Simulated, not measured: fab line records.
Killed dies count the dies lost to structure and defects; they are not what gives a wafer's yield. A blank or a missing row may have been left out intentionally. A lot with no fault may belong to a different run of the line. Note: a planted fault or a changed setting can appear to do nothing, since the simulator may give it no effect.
fab line records ; flow sky130
record: lots: 14; wafers: 42; last-day: 50
route steps=708 shown VIA3@580
lots that met no fault: taken from a fault-free run of the same line
start-h: hours from the record's first day to the start of the lot's first wafer shown ; wait-h: how many hours have passed since the lot's step before this one ; " same as the row above ; L1.1+2: a row that stands for several wafers ; - no value, or no start was given ; * or withheld: withheld ; < > ~ a bound
route shown NAME@n: a module of which the file shows steps, and the number in the route of the first ; usual: the fault-free wafers' mean and standard deviation ; same: alike in all rows ; chamber/n: place in a boat ; sites: readings site by site ; _std_site: how widely they spread, as a standard deviation ; _edge_site: outer sites' mean less inner sites' ; radius-mm: how far each site lies from the wafer's centre ; mask NAME#n: copy n ; behind: tool/chamber where the wafer was last shaped ; hold: why the lot was held/for how many hours/how that ended ; device: the transistor (n, p or np) that didn't switch ; end of line: tests of these same wafers at the route's end ; where a step has no rows: the recipe by itself ; killed: not the wafer's yield, but the dies lost to structure and defects at the first sort ; map: shows each die of a wafer: x if killed, . if not, _ if none is there
set.NAME: the setting as run; set.NAME@STEP: as run at that earlier step ; model.NAME: the simulator's own value behind a step, which no gauge read
the route's steps for a sample of lots (tables are steps, rows are wafers)
services: the hour from which a tool's chamber was out of use, counted from the record's first day as start-h (under 0 if before that day), plus the number of hours and why
== steps ==
step: SKY_VIA3_COAT_07
recipe: resist: KrF-thick; spin-rpm: 3000; resist-thk-nm: 450
lot.wafer;tool;chamber;start-h;wait-h
L596.3+5+6;litho-track-04;0;915;-
L597.1+2+4;litho-track-02;0;932;-
L599.3+4+5;litho-track-04;0;943;-
L598.1+2+5;litho-track-04;0;949;-
L600.2+3+5;litho-track-02;0;957;-
L603.3+4+6;litho-track-01;0;965;-
L602.2+3+5;litho-track-04;0;967;-
L605.2+3+6;litho-track-04;0;986;-
L607.3+4+5;litho-track-02;0;1021;-
L608.1+3+6;litho-track-04;0;1021;-
L611.2+5+6;litho-track-02;0;1031;-
L615.1+5+6;litho-track-04;0;1046;-
L616.1+2+5;litho-track-01;0;1059;-
L619.4+5+6;litho-track-02;0;1073;-
step: SKY_VIA3_STRIP_16
recipe: chemistry: O2/N2; power-w: 1400; pressure-mtorr: 1500; platen-temp-c: withheld; o2-flow-sccm: 3000; n2-flow-sccm: 300; overash-fraction: 0.5
usual: drypump-motor-current-A: 5.73/0.16; oes-product-au: 0.402/0.0049; strip-time-to-endpoint-s: 4.13/0.034
lot.wafer;tool;chamber;start-h;wait-h;drypump-motor-current-A;oes-product-au;rf-hours-counter-h;strip-time-to-endpoint-s
L596.3;plasma-asher-01;1;929.44;0.1;5.99;0.399;-;4.07
L596.5;plasma-asher-01;0;929.44;0.1;5.96;0.398;-;4.10
L596.6;plasma-asher-01;1;929.44;0.1;5.98;0.402;-;4.11
L597.1;plasma-asher-04;0;943.76;0.0;5.65;0.401;75;4.11
L597.2;plasma-asher-04;1;943.76;0.0;5.59;0.407;75;4.12
L597.4;plasma-asher-04;0;943.76;0.0;5.65;0.396;-;4.09
L599.3;plasma-asher-01;0;957.28;0.1;5.94;0.390;-;4.12
L599.4;plasma-asher-01;1;957.28;0.1;5.91;0.401;-;4.08
L599.5;plasma-asher-01;1;957.28;0.1;5.96;0.401;-;4.08
L598.1;plasma-asher-04;1;962.40;0.0;5.60;0.404;77;4.19
L598.2;plasma-asher-04;0;962.40;0.0;5.66;0.396;77;4.13
L598.5;plasma-asher-04;0;962.40;0.0;5.66;0.400;-;4.13
L600.2;plasma-asher-04;1;969.47;0.0;5.60;0.401;78;4.09
L600.3;plasma-asher-04;0;969.47;0.0;5.66;0.404;-;4.08
L600.5;plasma-asher-04;1;969.47;0.0;5.60;0.399;-;4.08
L603.3;plasma-asher-04;0;976.27;0.1;5.67;0.393;-;4.14
L603.4;plasma-asher-04;1;976.27;0.1;5.59;0.405;-;4.14
L603.6;plasma-asher-04;0;976.27;0.1;5.63;0.400;-;4.12
L602.2;plasma-asher-02;1;980.30;0.0;5.52;0.409;23;4.10
L602.3;plasma-asher-02;1;980.30;0.0;5.52;0.400;-;4.14
L602.5;plasma-asher-02;0;980.30;0.0;5.79;0.407;-;4.13
L605.2;plasma-asher-02;1;998.16;0.0;5.52;0.405;24;4.12
L605.3;plasma-asher-02;0;998.16;0.0;5.79;0.401;-;4.06
L605.6;plasma-asher-02;1;998.16;0.0;5.53;0.408;-;4.10
L607.3;plasma-asher-01;0;1034.34;0.1;5.95;0.398;-;4.11
L607.4;plasma-asher-01;1;1034.34;0.1;5.97;0.417;-;4.13
L607.5;plasma-asher-01;1;1034.34;0.1;5.99;0.406;-;4.13
L608.1;plasma-asher-04;1;1034.40;0.0;5.58;0.384;84;3.71
L608.3;plasma-asher-04;0;1034.40;0.0;5.66;0.380;-;3.62
L608.6;plasma-asher-04;0;1034.40;0.0;5.68;0.380;-;3.61
L611.2;plasma-asher-04;0;1043.94;0.0;5.65;0.395;86;4.08
L611.5;plasma-asher-04;0;1043.94;0.0;5.68;0.406;-;4.13
L611.6;plasma-asher-04;1;1043.94;0.0;5.62;0.400;-;4.15
L615.1;plasma-asher-04;1;1057.04;0.0;5.60;0.386;87;3.64
L615.5;plasma-asher-04;0;1057.04;0.0;5.65;0.379;-;3.64
L615.6;plasma-asher-04;1;1057.04;0.0;5.61;0.380;-;3.63
L616.1;plasma-asher-04;0;1070.59;0.0;5.65;0.399;88;4.15
L616.2;plasma-asher-04;1;1070.59;0.0;5.59;0.406;88;4.13
L616.5;plasma-asher-04;1;1070.59;0.0;5.60;0.408;-;4.19
L619.4;plasma-asher-02;1;1084.32;0.1;5.56;0.403;-;4.10
L619.5;plasma-asher-02;1;1084.32;0.1;5.53;0.399;-;4.16
L619.6;plasma-asher-02;0;1084.32;0.1;5.76;0.408;-;4.16
== services ==
tool;chamber;start-h;hours;kind
plasma-asher-01;-;952.64;4.1;repair
plasma-asher-02;-;955.45;14.6;pm
plasma-asher-01;-;1018.76;2.5;repair
== key ==
first-sign: step: SKY_VIA3_STRIP_16; reading: strip-time-to-endpoint-s; direction: down; sigmas: 15; usual: *; struck: *; through: *
effect: step: SKY_VIA3_STRIP_16; reading: oes-product-au; direction: down; sigmas: 4.1; usual: 0.402; struck: 0.382; through: control-loop
met-at SKY_VIA3_COAT_07
struck-lots L608,L615
loop-trim: step: SKY_VIA3_EXPOSE_09; setting: dose; lots: L615
onset-between 986 1021
fault: kind: process-parameter-drift; tool: litho-track-04; chamber: -; onset-h: 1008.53; steps: SKY_VIA3_COAT_07; channel: resist-thk-nm; offset: -47.019; shape: step; end-h: 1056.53; acts-in: these-recipes-only; stated: 450
loop-trim: a control loop set the setting to another value than it would have without faults
